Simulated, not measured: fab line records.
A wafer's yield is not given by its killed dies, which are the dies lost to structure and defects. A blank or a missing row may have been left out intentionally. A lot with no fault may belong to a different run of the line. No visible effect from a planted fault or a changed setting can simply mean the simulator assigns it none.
fab line records | flow sky130 | part 1 of 2: steps 1 to 30 of 44
record: lots: 5 wafers: 15 last_day: 50
route steps=708 shown FIELD_ISO@8 NWELL@32 DNWELL@35 PWDE@45
lots that met no fault: taken from a fault-free run of the same line
start_h: hours from the record's opening day to when the first of the lot's shown wafers began | wait_h: hours from the lot's prior step to this one | " same as the row above | L1.1+2: one row covering several wafers at once | - no value, or no start given | * or withheld: withheld | < > ~ a bound
route shown NAME@n: NAME is a module with steps in the file, n the number in the route of the first one | usual: mean and standard deviation over wafers with no fault | same: alike in all rows | chamber/n: place in a boat | sites: readings site by site | _std_site: standard deviation across them | _edge_site: inner sites' mean taken away from outer sites' mean | radius_mm: how far each site lies from the wafer's centre | mask NAME#n: copy n | behind: tool/chamber where the wafer was last shaped | hold: what put the lot on hold/how long, in hours/how the hold closed | device: which transistor (n, p or np) failed to switch | end of line: the same wafers' tests at the end of the route | a step without rows: its recipe alone | killed: dies lost to structure and defects at the first sort, not the wafer's yield | map: the dies of a wafer, with x for killed, . for not killed, _ for no die there
set.NAME: the setting the step ran with; set.NAME@STEP: the setting that earlier step ran with | model.NAME: the simulator's own value behind a step, which no gauge read
lots seen at some steps along the route; tables by step, rows by wafer
services: the hour from which a tool's chamber was out of use, counted from the record's first day as start_h (under 0 if before that day), plus the number of hours and why
== steps ==
step: SKY_FIELD_ISO_COAT_07
recipe: resist: BARC temp_c: withheld time_s: withheld spin_rpm: 3000 resist_thk_nm: 60
columns lot.wafer tool chamber start_h wait_h
L078.2+3+5 litho_track-04 0 41.86 0.1
L080.1+3+5 litho_track-03 0 52.42 0.1
L084.1+2+3 litho_track-03 0 71.52 0.1
L086.1+3+4 litho_track-03 0 81.72 0.1
L095.2+4+5 litho_track-04 0 127.61 0.1
step: SKY_FIELD_ISO_COAT_08
recipe: resist: KrF-thick spin_rpm: 3000 resist_thk_nm: 450
columns lot.wafer tool chamber start_h wait_h
L078.2+3+5 litho_track-04 0 - -
L080.1+3+5 litho_track-03 0 - -
L084.1+2+3 litho_track-03 0 - -
L086.1+3+4 litho_track-03 0 - -
L095.2+4+5 litho_track-04 0 - -
step: SKY_FIELD_ISO_SOFTBAKE_09
recipe: temp_c: 100 time_s: 90 resist: KrF-thick
columns lot.wafer tool chamber start_h wait_h
L078.2+3+5 litho_track-04 0 - -
L080.1+3+5 litho_track-03 0 - -
L084.1+2+3 litho_track-03 0 - -
L086.1+3+4 litho_track-03 0 - -
L095.2+4+5 litho_track-04 0 - -
step: SKY_FIELD_ISO_EXPOSE_10
recipe: mask_id: FOM na: 0.68 source_shape: annular sigma_inner: 0.4 sigma_outer: 0.8 target_cd_nm: 150 dose_mj: 28
usual: reticle_temp_C: 23.02/0.12
same: na: 0.68 sigma_outer: 0.8
columns lot.wafer tool chamber start_h wait_h mask reticle_temp_C
L078.2 krf_scanner-01 0 - - FOM#0 23.16
L078.3 " 0 " " FOM#0 23.06
L078.5 " 0 " " FOM#0 22.94
L080.1 krf_scanner-01 0 - - FOM#0 23.15
L080.3 " 0 " " FOM#0 23.08
L080.5 " 0 " " FOM#0 23.24
L084.1 krf_scanner-01 0 - - FOM#0 22.93
L084.2 " 0 " " FOM#0 23.11
L084.3 " 0 " " FOM#0 22.99
L086.1 krf_scanner-02 0 - - FOM#0 22.90
L086.3 " 0 " " FOM#0 23.10
L086.4 " 0 " " FOM#0 22.83
L095.2 krf_scanner-01 0 - - FOM#0 22.86
L095.4 " 0 " " FOM#0 22.93
L095.5 " 0 " " FOM#0 23.10
step: SKY_FIELD_ISO_PEB_11
recipe: peb_temp_c: withheld peb_time_s: withheld resist: KrF-thick
columns lot.wafer tool chamber start_h wait_h
L078.2+3+5 litho_track-04 0 - -
L080.1+3+5 litho_track-04 0 - -
L084.1+2+3 litho_track-01 0 - -
L086.1+3+4 litho_track-04 0 - -
L095.2+4+5 litho_track-04 0 - -
step: SKY_FIELD_ISO_DEVELOP_12
recipe: develop_time_s: 60 resist: KrF-thick dev_temp_c: 21
columns lot.wafer tool chamber start_h wait_h
L078.2+3+5 litho_track-04 0 - -
L080.1+3+5 litho_track-04 0 - -
L084.1+2+3 litho_track-01 0 - -
L086.1+3+4 litho_track-04 0 - -
L095.2+4+5 litho_track-04 0 - -
step: SKY_FIELD_ISO_CD_MEAS_13
recipe: target_cd_nm: 150
usual: cd_nm: 150.0/1.7
columns lot.wafer tool chamber start_h wait_h cd_nm
L078.2 cd_sem-01 - 50.05 - 149.4
L078.3 " - " " 147.4
L078.5 " - " " 147.9
L080.1 cd_sem-01 - 60.58 - 148.7
L080.3 " - " " 149.5
L080.5 " - " " 148.1
L084.1 cd_sem-01 - 80.24 - 150.0
L084.2 " - " " 149.8
L084.3 " - " " 150.3
L086.1 cd_sem-02 - 90.38 - 148.2
L086.3 " - " " 146.6
L086.4 " - " " 148.0
L095.2 cd_sem-01 - 138.05 - 148.5
L095.4 " - " " 148.8
L095.5 " - " " 147.7
step: SKY_FIELD_ISO_ETCH_14
recipe: chemistry: N2/H2 target: BARC ion_energy_ev: 200 source_w: 500 bias_w: 100 pressure_mtorr: 30 n2_flow_sccm: 100 h2_flow_sccm: 200 stop_on: SiO2 time_s: 45.9 target_depth_a: 600
usual: drypump_motor_current_A: 5.9/0.41 oes_product_au: 0.855/0.0047 throttle_valve_pct: 13.226/0.0091
columns lot.wafer tool chamber start_h wait_h drypump_motor_current_A oes_product_au rf_hours_counter_h throttle_valve_pct
L078.2 rie_diel-03 1 50.15 0.1 6.3 0.852 134 13.238
L078.3 " 2 " " 5.5 0.860 152 13.219
L078.5 " 3 " " 6.1 0.852 - 13.223
L080.1 rie_diel-04 1 60.70 0.1 5.6 0.852 24 13.218
L080.3 " 0 " " 5.6 0.855 19 13.232
L080.5 " 1 " " 5.5 0.857 - 13.234
L084.1 rie_diel-02 0 80.36 0.1 6.2 0.862 3 13.214
L084.2 " 3 " " 6.1 0.853 127 13.232
L084.3 " 2 " " 5.8 0.858 110 13.232
L086.1 rie_diel-03 2 90.50 0.1 5.5 0.851 153 13.223
L086.3 " 1 " " 6.3 0.856 135 13.226
L086.4 " 0 " " 6.7 0.844 98 13.220
L095.2 rie_diel-02 0 138.15 0.1 6.2 0.855 4 13.237
L095.4 " 3 " " 6.1 0.849 - 13.223
L095.5 " 1 " " 5.4 0.849 - 13.207
step: SKY_FIELD_ISO_ETCH_15
recipe: chemistry: CHF3/O2 target_depth_nm: 180 stop_on: Si source_w: 600 bias_w: 200 pressure_mtorr: 40 chf3_flow_sccm: 50 O2_flow_sccm: 5 time_s: 72
usual: drypump_motor_current_A: 5.9/0.4 oes_product_au: 0.948/0.0064 throttle_valve_pct: 8.844/0.0096
columns lot.wafer tool chamber start_h wait_h drypump_motor_current_A oes_product_au rf_hours_counter_h throttle_valve_pct
L078.2 rie_diel-03 1 50.19 0.0 6.3 0.959 134 8.840
L078.3 " 2 " " 5.5 0.961 152 8.848
L078.5 " 3 " " 6.1 0.957 - 8.840
L080.1 rie_diel-04 1 60.74 0.0 5.5 0.958 24 8.850
L080.3 " 0 " " 5.6 0.952 19 8.846
L080.5 " 1 " " 5.6 0.952 - 8.837
L084.1 rie_diel-02 0 80.40 0.0 6.2 0.951 3 8.852
L084.2 " 3 " " 6.1 0.958 127 8.849
L084.3 " 2 " " 5.8 0.948 110 8.850
L086.1 rie_diel-03 2 90.54 0.0 5.5 0.948 153 8.837
L086.3 " 1 " " 6.3 0.950 135 8.854
L086.4 " 0 " " 6.6 0.949 99 8.836
L095.2 rie_diel-02 0 138.19 0.0 6.2 0.946 4 8.865
L095.4 " 3 " " 6.1 0.953 - 8.860
L095.5 " 1 " " 5.4 0.956 - 8.841
step: SKY_FIELD_ISO_STRIP_16
recipe: chemistry: O2/N2 power_w: 1400 pressure_mtorr: 1500 platen_temp_c: withheld o2_flow_sccm: 3000 n2_flow_sccm: 300 overash_fraction: 0.5
usual: drypump_motor_current_A: 5.61/0.28 oes_product_au: 0.378/0.0046 strip_time_to_endpoint_s: 3.56/0.049
same: overash_fraction: 0.5
columns lot.wafer tool chamber start_h wait_h drypump_motor_current_A oes_product_au rf_hours_counter_h strip_time_to_endpoint_s
L078.2 plasma_asher-03 0 50.25 0.0 5.14 0.382 26 3.58
L078.3 " 0 " " 5.14 0.376 - 3.58
L078.5 " 1 " " 5.86 0.377 - 3.56
L080.1 plasma_asher-01 1 60.80 0.0 5.70 0.378 42 3.55
L080.3 " 1 " " 5.70 0.379 - 3.57
L080.5 " 1 " " 5.70 0.377 - 3.59
L084.1 plasma_asher-03 0 80.46 0.0 5.14 0.386 29 3.52
L084.2 " 1 " " 5.86 0.375 29 3.61
L084.3 " 0 " " 5.13 0.368 - 3.51
L086.1 plasma_asher-03 1 90.60 0.0 5.88 0.386 30 3.59
L086.3 " 1 " " 5.88 0.382 - 3.53
L086.4 " 0 " " 5.13 0.381 - 3.56
L095.2 plasma_asher-03 0 138.25 0.0 5.13 0.380 34 3.56
L095.4 " 0 " " 5.12 0.381 - 3.64
L095.5 " 1 " " 5.86 0.384 - 3.67
step: SKY_FIELD_ISO_ETCH_17
recipe: target_depth_a: 3420 mask_material: Si3N4 chemistry: HBr/Cl2/O2 target: Si taper_deg: 5 icp_w: 600 bias_w: 150 pressure_mtorr: 15 HBr_flow_sccm: 150 Cl2_flow_sccm: 40 O2_flow_sccm: 6 time_s: 97.7
usual: drypump_motor_current_A: 5.78/0.26 oes_product_au: 1.002/0.016 throttle_valve_pct: 25.656/0.013
columns lot.wafer tool chamber start_h wait_h drypump_motor_current_A oes_product_au rf_hours_counter_h throttle_valve_pct
L078.2 rie_si-01 0 50.35 0.1 5.40 1.005 141 25.641
L078.3 " 1 " " 5.54 0.992 64 25.673
L078.5 " 0 " " 5.40 1.008 - 25.659
L080.1 rie_si-02 1 60.90 0.1 6.24 1.004 3 25.664
L080.3 " 2 " " 5.81 0.976 7 25.676
L080.5 " 3 " " 5.67 1.025 - 25.624
L084.1 rie_si-02 2 80.56 0.1 5.82 0.975 7 25.667
L084.2 " 0 " " 5.71 1.019 0 25.657
L084.3 " 3 " " 5.72 1.021 123 25.655
L086.1 rie_si-01 1 90.70 0.1 5.54 0.995 65 25.664
L086.3 " 3 " " 5.68 0.990 62 25.679
L086.4 " 2 " " 6.03 1.002 1 25.651
L095.2 rie_si-01 3 138.35 0.1 5.68 0.994 62 25.684
L095.4 " 0 " " 5.38 1.021 0 25.642
L095.5 " 2 " " 6.05 0.999 - 25.653
step: SKY_FIELD_ISO_WET_ETCH_18
recipe: chemistry: H3PO4 target_depth_nm: 25 temp_c: 160 target: Si3N4 time_s: 286
columns lot.wafer tool chamber start_h wait_h
L078.2+3+5 wet_bench-01 0 50.42 0.0
L080.1+3+5 wet_bench-04 0 60.97 0.0
L084.1+2+3 wet_bench-03 3 80.63 0.0
L086.1+3+4 wet_bench-04 1 90.77 0.0
L095.2+4+5 wet_bench-01 1 138.42 0.0
step: SKY_FIELD_ISO_CLEAN_19
recipe: chemistry: SC1/SC2 mix: 1:4:20 temp_c: 70 time_s: 150
columns lot.wafer tool chamber start_h wait_h
L078.2+3+5 wet_bench-03 2 50.51 0.0
L080.1+3+5 wet_bench-01 3 61.07 0.0
L084.1+2+3 wet_bench-01 3 80.72 0.0
L086.1+3+4 wet_bench-01 0 90.86 0.0
L095.2+4+5 wet_bench-04 0 138.52 0.0
step: SKY_FIELD_ISO_CLEAN_20
recipe: chemistry: dHF time_s: 20 dilution: 100:1
columns lot.wafer tool chamber start_h wait_h
L078.2+3+5 wet_bench-01 2 50.56 0.0
L080.1+3+5 wet_bench-03 0 61.12 0.0
L084.1+2+3 wet_bench-03 1 80.77 0.0
L086.1+3+4 wet_bench-03 2 90.91 0.0
L095.2+4+5 wet_bench-01 0 138.57 0.0
step: SKY_FIELD_ISO_WET_ETCH_21
recipe: chemistry: dHF dilution: 100:1 target_depth_nm: 20 dry: ipa_marangoni target: SiO2 temp_c: 25 time_s: 400
columns lot.wafer tool chamber start_h wait_h
L078.2+3+5 wet_bench-03 3 50.57 0.0
L080.1+3+5 wet_bench-04 1 61.13 0.0
L084.1+2+3 wet_bench-01 3 80.78 0.0
L086.1+3+4 wet_bench-01 2 90.93 0.0
L095.2+4+5 wet_bench-04 0 138.58 0.0
step: SKY_FIELD_ISO_OXIDATION_22
recipe: temp_c: 950 ambient: O2 stabilise_s: 600 purge_s: 300 target_thk_a: 100 ox_time_s: 623
usual: spike_tc_lower_C: 949.2/0.99 tube_center_temp_C: 949.99/0.082
columns lot.wafer tool chamber start_h wait_h spike_tc_lower_C tube_center_temp_C
L078.2 furnace-02 0 50.95 0.3 948.4 949.96
L078.3 " 0 " " 949.4 949.96
L078.5 " 0 " " 951.4 949.9
L080.1 furnace-01 0 62.13 0.9 949.5 950.06
L080.3 " 0 " " 947.7 949.97
L080.5 " 0 " " 947.6 950.03
L084.1 furnace-02 0 81.96 1.1 948.9 949.99
L084.2 " 0 " " 950.6 950.05
L084.3 " 0 " " 950.0 949.99
L086.1 furnace-02 0 91.82 0.8 948.6 949.92
L086.3 " 0 " " 949.6 949.82
L086.4 " 0 " " 948.6 949.96
L095.2 furnace-01 0 138.70 0.0 949.0 949.96
L095.4 " 0 " " 947.9 949.99
L095.5 " 0 " " 948.4 950.14
step: SKY_FIELD_ISO_THK_MEAS_23
recipe: reads: SiO2_of_FIELD_ISO_OXIDATION_22
usual: FIELD_ISO_OXIDATION_01_THK: 9.91/0.15
columns lot.wafer tool chamber start_h wait_h FIELD_ISO_OXIDATION_01_THK[nm]
L078.2 film_metro-02 - 52.13 0.0 10.01
L078.3 " - " " 10.00
L078.5 " - " " 9.97
L080.1 film_metro-01 - 63.30 0.0 9.90
L080.3 " - " " 9.98
L080.5 " - " " 9.99
L084.1 film_metro-03 - 83.13 0.0 10.04
L084.2 " - " " 10.00
L084.3 " - " " 9.71
L086.1 film_metro-01 - 93.00 0.0 9.98
L086.3 " - " " 10.06
L086.4 " - " " 10.08
L095.2 film_metro-01 - 139.89 0.0 10.18
L095.4 " - " " 10.02
L095.5 " - " " 10.08
step: SKY_FIELD_ISO_CVD_24
recipe: material: SiO2 target_thk_nm: 595 temp_c: 650 sigma_open_frac: 0.3 time_s: 99.2 sih4_flow_sccm: 60 pressure_mtorr: 6
columns lot.wafer tool chamber start_h wait_h
L078.2+3+5 hdpcvd-01 0,1,0 52.18 0.0
L080.1+3+5 hdpcvd-01 0,2,2 63.36 0.1
L084.1+2+3 hdpcvd-01 1,0,2 83.19 0.1
L086.1+3+4 hdpcvd-01 0,1,1 93.06 0.1
L095.2+4+5 hdpcvd-01 1,0,2 139.94 0.0
step: SKY_FIELD_ISO_THK_MEAS_25
recipe: reads: SiO2_of_FIELD_ISO_CVD_24
usual: FIELD_ISO_CVD_24_THK: 591/6.9
columns lot.wafer tool chamber start_h wait_h FIELD_ISO_CVD_24_THK[nm]
L078.2 film_metro-03 - 52.26 0.0 580
L078.3 " - " " 594
L078.5 " - " " 580
L080.1 film_metro-01 - 63.43 0.0 571
L080.3 " - " " 582
L080.5 " - " " 580
L084.1 film_metro-01 - 83.26 0.0 587
L084.2 " - " " 591
L084.3 " - " " 597
L086.1 film_metro-02 - 93.13 0.0 596
L086.3 " - " " 588
L086.4 " - " " 591
L095.2 film_metro-01 - 140.02 0.0 587
L095.4 " - " " 597
L095.5 " - " " 589
step: SKY_FIELD_ISO_ANNEAL_26
recipe: temp_c: 1000 time_s: 1800 ambient: N2
usual: spike_tc_lower_C: 999.2/1.1 tube_center_temp_C: 999.99/0.1
columns lot.wafer tool chamber start_h wait_h spike_tc_lower_C tube_center_temp_C
L078.2 furnace-01 0 53.51 1.2 1000.4 1000.2
L078.3 " 0 " " 997.2 999.92
L078.5 " 0 " " 1000.0 999.81
L080.1 furnace-02 0 63.75 0.3 999.2 1000.0
L080.3 " 0 " " 1000.2 999.91
L080.5 " 0 " " 1001.0 1000.0
L084.1 furnace-01 0 83.33 0.1 999.1 1000.1
L084.2 " 0 " " 999.6 1000.1
L084.3 " 0 " " 999.1 999.85
L086.1 furnace-01 0 93.19 0.1 999.8 1000.00
L086.3 " 0 " " 999.0 999.90
L086.4 " 0 " " 997.8 999.85
L095.2 furnace-01 0 140.07 0.0 998.6 999.97
L095.4 " 0 " " 997.4 999.97
L095.5 " 0 " " 998.9 999.99
step: SKY_FIELD_ISO_CMP_27
recipe: stop_on: Si3N4 t_overpolish_s: 16 down_force_psi: 4 platen_rpm: 60 target_thk_nm: 457.8 pad_velocity_m_s: 0.94248
usual: motor_current_A: 12.1/1.2 overpolish_run_s: 16.001/0.0098 time_to_endpoint_s: 111/5.6
columns lot.wafer tool chamber start_h wait_h motor_current_A overpolish_run_s time_to_endpoint_s
L078.3 cmp-02 2 55.11 0.1 14.4 15.989 112
L078.2 " 3 " " 12.6 16.000 114
L078.5 " 1 " " 11.9 16.005 108
L080.1 cmp-02 3 65.25 0.0 14.0 16.005 110
L080.3 " 0 " " 11.3 15.983 117
L080.5 " 3 " " 13.8 16.001 116
L084.2 cmp-02 2 84.88 0.1 13.5 15.992 106
L084.3 " 3 " " 13.4 15.994 112
L084.1 " 0 " " 12.0 16.010 117
L086.3 cmp-02 0 94.69 0.0 11.8 16.017 115
L086.4 " 1 " " 11.6 15.992 101
L086.1 " 2 " " 13.8 16.012 102
L095.2 cmp-02 1 141.62 0.1 11.7 16.005 104
L095.4 " 2 " " 13.5 16.011 108
L095.5 " 0 " " 11.3 15.998 118
step: SKY_FIELD_ISO_WET_ETCH_28
recipe: chemistry: dHF target_depth_nm: 23.7 target: SiO2 dilution: 10:1 temp_c: 25 time_s: 47
columns lot.wafer tool chamber start_h wait_h
L078.2+3+5 wet_bench-03 2 55.31 0.1
L080.1+3+5 wet_bench-01 0 65.55 0.2
L084.1+2+3 wet_bench-03 1 85.13 0.1
L086.1+3+4 wet_bench-04 0 94.99 0.1
L095.2+4+5 wet_bench-04 1 141.87 0.2
step: SKY_FIELD_ISO_WET_ETCH_29
recipe: chemistry: H3PO4 target_depth_nm: 160 target: Si3N4 temp_c: 160 time_s: 1825
columns lot.wafer tool chamber start_h wait_h
L078.2+3+5 wet_bench-04 3 55.33 0.0
L080.1+3+5 wet_bench-03 0 65.58 0.0
L084.1+2+3 wet_bench-04 2 85.15 0.0
L086.1+3+4 wet_bench-03 0 95.01 0.0
L095.2+4+5 wet_bench-01 2 141.89 0.0
step: SKY_FIELD_ISO_WET_ETCH_30
recipe: chemistry: dHF target_depth_nm: 25 target: SiO2 dilution: 10:1 temp_c: 25 time_s: 50
columns lot.wafer tool chamber start_h wait_h
L078.2+3+5 wet_bench-01 2 55.85 0.0
L080.1+3+5 wet_bench-01 3 66.09 0.0
L084.1+2+3 wet_bench-01 0 85.66 0.0
L086.1+3+4 wet_bench-01 3 95.53 0.0
L095.2+4+5 wet_bench-01 0 142.45 0.0
step: SKY_NWELL_CLEAN_00
recipe: chemistry: SC1/SC2 mix: 1:4:20 temp_c: 70 time_s: 150 dry: n2_spin
columns lot.wafer tool chamber start_h wait_h
L078.2+3+5 wet_bench-03 2 55.87 0.0
L080.1+3+5 wet_bench-03 1 66.11 0.0
L084.1+2+3 wet_bench-03 0 85.68 0.0
L086.1+3+4 wet_bench-04 2 95.55 0.0
L095.2+4+5 wet_bench-01 0 142.47 0.0
step: SKY_NWELL_OXIDATION_01
recipe: temp_c: 900 ambient: O2 stabilise_s: 600 purge_s: 300 target_thk_a: 100 ox_time_s: 1418
usual: spike_tc_lower_C: 899.1/1.1 tube_center_temp_C: 900.01/0.091
columns lot.wafer tool chamber start_h wait_h spike_tc_lower_C tube_center_temp_C
L078.2 furnace-01 0 57.89 2.0 898.8 900.02
L078.3 " 0 " " 897.5 900.03
L078.5 " 0 " " 898.5 900
L080.1 furnace-01 0 66.16 0.0 896.2 899.98
L080.3 " 0 " " 898.6 899.96
L080.5 " 0 " " 898.4 900.04
L084.1 furnace-02 0 85.75 0.0 896.9 900.03
L084.2 " 0 " " 898.9 899.99
L084.3 " 0 " " 899.9 899.91
L086.1 furnace-01 0 96.63 1.0 897.1 899.98
L086.3 " 0 " " 898.5 900.02
L086.4 " 0 " " 900.4 899.99
L095.2 furnace-01 0 144.35 1.8 897.9 900.03
L095.4 " 0 " " 897.9 900.09
L095.5 " 0 " " 898.5 900.13
step: SKY_NWELL_THK_MEAS_02
recipe: reads: SiO2_of_NWELL_OXIDATION_01
usual: NWELL_OXIDATION_THK: 9.91/0.19
columns lot.wafer tool chamber start_h wait_h NWELL_OXIDATION_THK[nm]
L078.2 film_metro-04 - 59.29 0.0 9.69
L078.3 " - " " 9.60
L078.5 " - " " 9.61
L080.1 film_metro-01 - 67.56 0.0 9.65
L080.3 " - " " 9.61
L080.5 " - " " 9.46
L084.1 film_metro-03 - 87.19 0.0 9.85
L084.2 " - " " 9.73
L084.3 " - " " 9.73
L086.1 film_metro-03 - 98.03 0.0 10.00
L086.3 " - " " 9.88
L086.4 " - " " 10.00
L095.2 film_metro-01 - 145.75 0.0 9.95
L095.4 " - " " 10.08
L095.5 " - " " 9.99
step: SKY_DNWELL_DEHYDRATE_00
recipe: temp_c: 200 time_s: 60
columns lot.wafer tool chamber start_h wait_h
L078.2+3+5 litho_track-02 0 66.24 6.9
L080.1+3+5 litho_track-02 0 75.81 8.2
L084.1+2+3 litho_track-02 0 95.51 8.3
L086.1+3+4 litho_track-01 0 106.19 8.2
L095.2+4+5 litho_track-01 0 155.16 9.4
step: SKY_DNWELL_HMDS_01
recipe: prime_time_s: 60 prime_temp_c: 120
columns lot.wafer tool chamber start_h wait_h
L078.2+3+5 litho_track-02 0 66.39 0.1
L080.1+3+5 litho_track-02 0 75.96 0.1
L084.1+2+3 litho_track-02 0 95.66 0.1
L086.1+3+4 litho_track-01 0 106.34 0.1
L095.2+4+5 litho_track-01 0 155.31 0.1
step: SKY_DNWELL_COAT_02
recipe: spin_rpm: 2000 resist_thk_nm: 3000
columns lot.wafer tool chamber start_h wait_h
L078.2+3+5 litho_track-02 0 66.54 0.1
L080.1+3+5 litho_track-02 0 76.11 0.1
L084.1+2+3 litho_track-02 0 95.81 0.1
L086.1+3+4 litho_track-01 0 106.49 0.1
L095.2+4+5 litho_track-01 0 155.46 0.1
